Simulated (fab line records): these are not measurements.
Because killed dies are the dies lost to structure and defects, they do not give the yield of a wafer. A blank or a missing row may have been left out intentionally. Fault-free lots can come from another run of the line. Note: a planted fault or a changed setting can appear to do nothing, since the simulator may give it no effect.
fab line records ; flow sky130
record lots=4; wafers=12; last_day=49
route steps=708 shown METAL3@561 VIA3@573 METAL4@598 PAD_OPEN@708
lots untouched by any fault: they come from a run of this same line in which no faults occurred
start_h: hours from the record's opening day to when the first of the lot's shown wafers began ; wait_h: how many hours have passed since the lot's step before this one ; " repeats the value in the row above ; L1.1+2: a row that stands for several wafers ; - no value present, or no start provided ; * or withheld: withheld ; < > ~ a bound
route shown NAME@n: NAME is a module with steps in the file, n the number in the route of the first one ; usual: mean/standard deviation of fault-free wafers ; same: alike in all rows ; chamber/n: place in a boat ; sites: readings site by site ; _std_site: the standard deviation of these ; _edge_site: the outer-site mean with the inner-site mean subtracted ; radius_mm: how far each site lies from the wafer's centre ; mask NAME#n: copy n ; behind: the last tool/chamber to shape the wafer ; hold: what put the lot on hold/how long, in hours/how the hold closed ; device: names the non-switching transistor (n, p or np) ; end of line: at the end of the route, the tests of the same wafers ; where a step has no rows: the recipe by itself ; killed: not the wafer's yield, but the dies lost to structure and defects at the first sort ; map: the dies of a wafer, with x for killed, . for not killed, _ for no die there
set.NAME: the setting that was run; set.NAME@STEP: the one run at that earlier step ; model.NAME: the simulator's own value behind a step, which no gauge read
lots at selected steps of the route; one table per step, one row per wafer
services: when a tool's chamber went out of use (start_h, in hours from the record's first day, below 0 if earlier), for how many hours, and the reason
## steps
# step SKY_METAL3_PEB_11
# recipe peb_temp_c=withheld; peb_time_s=withheld; resist=KrF-thick
# step SKY_METAL3_DEVELOP_12
# recipe develop_time_s=60; resist=KrF-thick; dev_temp_c=21
# step SKY_METAL3_DESCUM_15
# recipe chemistry=O2; source_power_w=150; bias_power_w=0; pressure_mtorr=10; temp_c=40; time_s=8
# step SKY_METAL3_ETCH_16
# recipe chemistry=N2/H2; target=BARC; ion_energy_ev=200; bias_w=100; pressure_mtorr=30; n2_flow_sccm=100; h2_flow_sccm=200; icp_w=500; stop_on=SiO2; time_s=88.2; target_depth_a=600
# step SKY_METAL3_ETCH_17
# recipe target=SiO2; stop_on=TiN; chemistry=C4F8/O2/Ar; source_w=1500; bias_w=1200; pressure_mtorr=40; c4f8_flow_sccm=withheld; O2_flow_sccm=6; Ar_flow_sccm=300; time_s=3.9; target_depth_a=150
# step SKY_METAL3_METAL_ETCH_18
# recipe target_depth_a=8450; stop_on=SiO2; over_etch_frac=0.3; time_s=183.1; chemistry=Cl2/BCl3; resist_sidewall_deg=88; pressure_mtorr=10; icp_w=900; bias_w=48.5; Cl2_flow_sccm=60; bcl3_flow_sccm=30
# step SKY_METAL3_STRIP_19
# recipe chemistry=O2/N2; power_w=1400; pressure_mtorr=1500; platen_temp_c=withheld; o2_flow_sccm=3000; n2_flow_sccm=300; overash_fraction=0.5
# step SKY_METAL3_STRIP_20
# recipe chemistry=post_etch_residue_remover; time_s=1200; temp_c=72.5
# step SKY_METAL3_CLEAN_21
# recipe chemistry=IPA; time_s=180; temp_c=25
# step SKY_METAL3_CLEAN_22
# recipe chemistry=O3/DIW; dry=n2_spin
# step SKY_VIA3_HDPCVD_00
# recipe material=SiO2; target_thk_nm=1635; sigma_open_frac=0.3; time_s=272.5; temp_c=400; sih4_flow_sccm=60; pressure_mtorr=6
lot.wafer;tool;chamber;start_h;wait_h
L454.2+4+5;hdpcvd-01;2,0,1;908.62;0.0
L466.2+3+4;hdpcvd-02;2,0,2;993.21;0.0
L470.1+4+5;hdpcvd-01;1,1,0;1018.61;0.0
L472.1+3+4;hdpcvd-01;1,2,1;1033.03;0.0
# step SKY_VIA3_CMP_02
# recipe material=SiO2; down_force_psi=4; platen_rpm=60; pad_velocity_m_s=0.94248
# step SKY_VIA3_DEHYDRATE_04
# recipe temp_c=200; time_s=60
# step SKY_VIA3_HMDS_05
# recipe prime_time_s=60; prime_temp_c=120
# step SKY_VIA3_COAT_06
# recipe resist=BARC; temp_c=withheld; time_s=withheld; spin_rpm=3000; resist_thk_nm=60
# step SKY_VIA3_COAT_07
# recipe resist=KrF-thick; spin_rpm=3000; resist_thk_nm=450
# step SKY_VIA3_SOFTBAKE_08
# recipe temp_c=100; time_s=90; resist=KrF-thick
# step SKY_VIA3_EXPOSE_09
# recipe mask_id=VIM3; na=0.8; source_shape=annular; sigma_inner=0.55; sigma_outer=0.85; target_cd_nm=200; dose_mj=38
# step SKY_VIA3_PEB_10
# recipe peb_temp_c=withheld; peb_time_s=withheld; resist=KrF-thick
# step SKY_VIA3_DEVELOP_11
# recipe develop_time_s=60; resist=KrF-thick; dev_temp_c=21
# step SKY_VIA3_ETCH_14
# recipe chemistry=N2/H2; target=BARC; ion_energy_ev=196.1; source_w=500; bias_w=100; pressure_mtorr=30; n2_flow_sccm=100; h2_flow_sccm=200; stop_on=SiO2; time_s=45.9; target_depth_a=600
# step SKY_VIA3_ETCH_15
# recipe target=SiO2; chemistry=C4F8/O2/Ar; target_depth_nm=507; stop_on=TiN; mask_material=KrF-thick; source_w=1500; bias_w=1200; pressure_mtorr=40; c4f8_flow_sccm=withheld; O2_flow_sccm=6; Ar_flow_sccm=300; time_s=78
# step SKY_VIA3_STRIP_16
# recipe chemistry=O2/N2; power_w=1400; pressure_mtorr=1500; platen_temp_c=withheld; o2_flow_sccm=3000; n2_flow_sccm=300; overash_fraction=0.5
# step SKY_VIA3_STRIP_17
# recipe chemistry=post_etch_residue_remover; time_s=1200; temp_c=72.5
# step SKY_VIA3_CLEAN_18
# recipe chemistry=IPA; time_s=180; temp_c=25
# step SKY_VIA3_CLEAN_19
# recipe chemistry=O3/DIW; dry=n2_spin
# step SKY_VIA3_SPUTTER_20
# recipe material=TiN; target_thk_nm=20; chamber_pressure_pa=5; power_w=4000; time_s=80
# step SKY_VIA3_CVD_21
# recipe material=W; target_thk_nm=390; time_s=117.31; temp_c=400; pressure_torr=40
# step SKY_VIA3_CMP_24
# recipe stop_on=SiO2; t_overpolish_s=20; down_force_psi=3.5; platen_rpm=60; target_thk_nm=0; pad_velocity_m_s=0.94248
# step SKY_METAL4_SPUTTER_00
# recipe material=Ti; target_thk_nm=15; power_w=3000; time_s=10; chamber_pressure_pa=0.4
# step SKY_METAL4_SPUTTER_01
# recipe material=TiN; target_thk_nm=20; power_w=6500; time_s=16.7; chamber_pressure_pa=0.4
# step SKY_METAL4_SPUTTER_02
# recipe material=AlCu; target_thk_nm=735; power_w=10600; time_s=39.1; chamber_pressure_pa=0.4
# step SKY_METAL4_SPUTTER_03
# recipe material=Ti; target_thk_nm=5; power_w=3000; time_s=3.3; chamber_pressure_pa=0.4
# step SKY_METAL4_SPUTTER_04
# recipe material=TiN; target_thk_nm=70; power_w=6500; time_s=58.3; chamber_pressure_pa=0.4
# step SKY_PAD_OPEN_PROBE_99
# usual defect_limited_yield=82.6/1.8; killed_at_M0_to_M3=43/6.6; killed_at_M4_up=3.4/1.8; killed_at_contacts=24/4.9; killed_at_front_end=15/4.1; killed_at_other=0.3/0.55; killed_dies=85/8.8; killed_open=46/6.1; killed_short=39/5.7; sort_bin_3_pad_short=0.9/0.41; sort_bin_5_function=10.1/1.5; sort_bin_6_memory=6.4/1; sort_n_pass=407/8.8; sort_yield_pct=82.6/1.8
# same gross_dies=492; killed_at_back_side=0; sort_bin_4_leakage[%]=0; sort_bin_8_speed[%]=0
lot.wafer;tool;chamber;start_h;wait_h;defect_limited_yield[%];killed_at_M0_to_M3;killed_at_M4_up;killed_at_contacts;killed_at_front_end;killed_at_other;killed_dies;killed_open;killed_short;sort_bin_3_pad_short[%];sort_bin_5_function[%];sort_bin_6_memory[%];sort_n_pass;sort_yield_pct[%];model.etest.tester.sort_n_pass;model.etest.tester.sort_yield_pct;model.etest.tester.sort_bin_5_pct;model.etest.tester.sort_bin_3_pct
L454.2;prober-02;-;1081.48;0.1;80.7;42;1;26;26;0;95;56;39;1.2;12.0;6.1;397;80.7;397;80.69;11.99;1.22
L454.4;prober-02;-;1081.58;0.2;79.1;46;2;25;29;1;103;60;43;1.0;13.6;6.3;389;79.1;389;79.06;13.62;1.016
L454.5;prober-02;-;1081.63;0.2;78.7;50;3;37;15;0;105;60;45;1.0;12.8;7.5;387;78.7;387;78.66;12.8;1.016
L466.2;prober-02;-;1149.46;0.1;83.1;35;3;31;14;0;83;49;34;0.4;9.3;7.1;409;83.1;409;83.13;9.35;0.4065
L466.3;prober-02;-;1149.51;0.2;82.7;45;2;19;19;0;85;45;40;0.8;9.1;7.3;407;82.7;407;82.72;9.146;0.813
L466.4;prober-02;-;1149.56;0.2;83.3;51;1;17;13;0;82;46;36;0.4;9.1;7.1;410;83.3;410;83.33;9.146;0.4065
L470.1;prober-02;-;1167.93;0.1;76.2;86;6;12;13;0;117;35;39;3.5;13.4;6.9;375;76.2;375;76.22;13.41;3.455
L470.4;prober-02;-;1168.08;0.2;75.2;84;2;23;13;0;122;40;32;5.7;11.4;7.7;370;75.2;370;75.2;11.38;5.691
L470.5;prober-02;-;1168.13;0.2;79.1;62;2;25;14;0;103;42;39;3.0;11.6;6.3;389;79.1;389;79.06;11.59;3.049
L472.1;prober-02;-;1182.01;0.1;71.7;92;3;23;21;0;139;55;35;3.9;15.9;8.5;353;71.7;353;71.75;15.85;3.862
L472.3;prober-02;-;1182.11;0.2;71.7;104;2;22;11;0;139;39;29;4.9;17.9;5.5;353;71.7;353;71.75;17.89;4.878
L472.4;prober-02;-;1182.16;0.2;74.4;88;1;24;13;0;126;47;35;3.9;14.8;6.9;366;74.4;366;74.39;14.84;3.862
# killed by level:class
L454.2 VIA1:geometric_particle:open=14 LI_CONTACT:geometric_particle:open=10 CONTACT:geometric_particle:open=9 VIA3:geometric_particle:open=9 FIELD_ISO:geometric_particle:short=6 FIELD_ISO:geometric_particle:open=6 POLY_GATE:geometric_particle:short=6 POLY_GATE:geometric_particle:open=4
L454.4 VIA1:geometric_particle:open=12 CONTACT:geometric_particle:open=11 FIELD_ISO:geometric_particle:open=8 VIA3:geometric_particle:open=8 CONTACT:geometric_particle:short=7 POLY_GATE:geometric_particle:short=7 METAL1:geometric_particle:short=6 METAL2:geometric_particle:short=6
L454.5 CONTACT:geometric_particle:open=17 VIA1:geometric_particle:open=16 VIA2:geometric_particle:open=8 CONTACT:geometric_particle:short=7 VIA3:geometric_particle:short=5 LI_CONTACT:geometric_particle:short=5 LI_CONTACT:geometric_particle:open=5 VIA1:geometric_particle:short=5
L466.2 VIA1:geometric_particle:open=12 CONTACT:geometric_particle:open=11 LI_CONTACT:geometric_particle:open=8 LOCAL_INTERCONNECT:geometric_particle:short=8 VIA2:geometric_particle:open=6 METAL1:geometric_particle:short=5 VIA3:geometric_particle:open=5 FIELD_ISO:geometric_particle:open=3
L466.3 VIA1:geometric_particle:open=13 METAL1:geometric_particle:short=7 FIELD_ISO:geometric_particle:open=6 LOCAL_INTERCONNECT:geometric_particle:short=6 VIA3:geometric_particle:short=5 VIA2:geometric_particle:open=5 CONTACT:geometric_particle:open=5 VIA3:geometric_particle:open=5
L466.4 VIA1:geometric_particle:open=16 VIA2:geometric_particle:open=9 METAL2:geometric_particle:short=9 METAL1:geometric_particle:short=6 CONTACT:geometric_particle:open=5 LI_CONTACT:geometric_particle:open=5 VIA3:geometric_particle:open=5 FIELD_ISO:geometric_particle:short=4
L470.1 VIA3:unspecified=43 METAL1:geometric_particle:short=9 METAL2:geometric_particle:short=6 VIA2:geometric_particle:open=6 POLY_GATE:geometric_particle:short=5 VIA1:geometric_particle:open=5 VIA1:geometric_particle:short=5 LI_CONTACT:geometric_particle:open=4
L470.4 VIA3:unspecified=50 CONTACT:geometric_particle:open=9 VIA1:geometric_particle:open=7 POLY_GATE:geometric_particle:open=6 VIA2:geometric_particle:open=5 LI_CONTACT:geometric_particle:short=4 LI_CONTACT:geometric_particle:open=4 CONTACT:geometric_particle:short=4
L470.5 VIA3:unspecified=22 LI_CONTACT:geometric_particle:open=11 VIA3:geometric_particle:open=7 POLY_GATE:geometric_particle:open=6 VIA1:geometric_particle:short=6 METAL1:geometric_particle:short=6 VIA2:geometric_particle:open=6 LOCAL_INTERCONNECT:geometric_particle:short=5
L472.1 VIA3:unspecified=48 CONTACT:geometric_particle:open=10 VIA2:geometric_particle:open=7 VIA3:geometric_particle:open=7 LI_CONTACT:geometric_particle:open=6 METAL1:geometric_particle:short=6 VIA1:geometric_particle:open=6 POLY_GATE:geometric_particle:open=5
L472.3 VIA3:unspecified=70 VIA1:geometric_particle:open=14 CONTACT:geometric_particle:open=9 METAL2:geometric_particle:short=5 VIA1:geometric_particle:short=4 POLY_GATE:geometric_particle:short=4 LOCAL_INTERCONNECT:geometric_particle:short=4 VIA3:geometric_particle:open=4
L472.4 VIA3:unspecified=43 CONTACT:geometric_particle:open=12 VIA1:geometric_particle:open=7 METAL1:geometric_particle:short=7 METAL1:geometric_particle:open=5 VIA2:geometric_particle:open=5 VIA2:geometric_particle:short=5 VIA3:geometric_particle:open=5
# map L470.4 (x killed, . not)
__________..x......._________
________.x.x.........._______
______.......xx.x..xx.x._____
_____x..x......x.........____
____.x........x..x........___
___..........x.......x.....__
__xx.........x.x....x......._
_........x.....xx......x.x...
_...xx..xxx..............x...
_..........................x.
_.x........x...x...x.....x...
_.x....x......x.........x....
_..x.........xx.....x....x...
_.........x..................
_..x.xxx...x........x...x....
__.xxxxxxxx..x....x.......x._
___.xxxxxxxxx.......x......__
____xxxxxxxx.x...x....x.x.___
_____xxxxxxxx...xx......x____
______xxxxxxx...x.....x._____
________xxxxxxxx.x...._______
__________xx.x...x.._________
# map L472.1 (x killed, . not)
__________xx....x..x_________
________.......x..xx.._______
______..x..x.......x.x.._____
_____.x.........x...x....____
____...x.........xx....xx.___
___x.x.......x.xx..........__
__..xxx................x.x.._
_......x....x...xx..x........
_............xx..x.x.x...x.xx
_.....x....x....x......xx....
_...x....x.....x.......x....x
_....x..x.........x.......xx.
_..x.xx..x.....x..x....x.x.x.
_.x..x..x.x.........x.....xx.
_x.x..xx..xx...............x.
__.x.xxx.xx..x...x.........._
___.xxxxxxxxx.........x...x__
____xxxxxxxx...x...x......___
_____xxxxxxxx....x...x.x.____
______xxxxxxxx...x......_____
________xxxx.x........_______
__________xx..x..xx._________
## services
tool;chamber;start_h;hours;kind
hdpcvd-01;-;944.13;1.6;repair
hdpcvd-02;-;950.25;15.0;pm
hdpcvd-02;0;950.25;15.0;vent_cycle
hdpcvd-02;1;950.25;15.0;vent_cycle
hdpcvd-02;2;950.25;15.0;vent_cycle
hdpcvd-01;1;961.34;7.8;repair
hdpcvd-02;0;965.25;-;clean
hdpcvd-02;1;965.25;-;clean
hdpcvd-02;2;965.25;-;clean
## key
first_sign step=SKY_PAD_OPEN_PROBE_99; reading=sort_bin_3_pad_short; direction=up; sigmas=7.9; usual=0.9; struck=4.1
effect step=SKY_PAD_OPEN_PROBE_99; reading=killed_at_M0_to_M3; direction=up; sigmas=6.6; usual=43; struck=86
model_effect step=SKY_PAD_OPEN_PROBE_99; value=etest.tester.sort_n_pass; without=406.2; struck=367.7
met_at SKY_VIA3_HDPCVD_00
struck_wafers L470.1,L470.4,L470.5,L472.1,L472.3,L472.4
onset_between 908.62 1018.61
also_fits time
fault kind=chamber_particle_source; tool=hdpcvd-01; chamber=-; onset_h=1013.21; steps=SKY_VIA3_HDPCVD_00; rate_per_visit_cm2=2.1993; end_h=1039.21
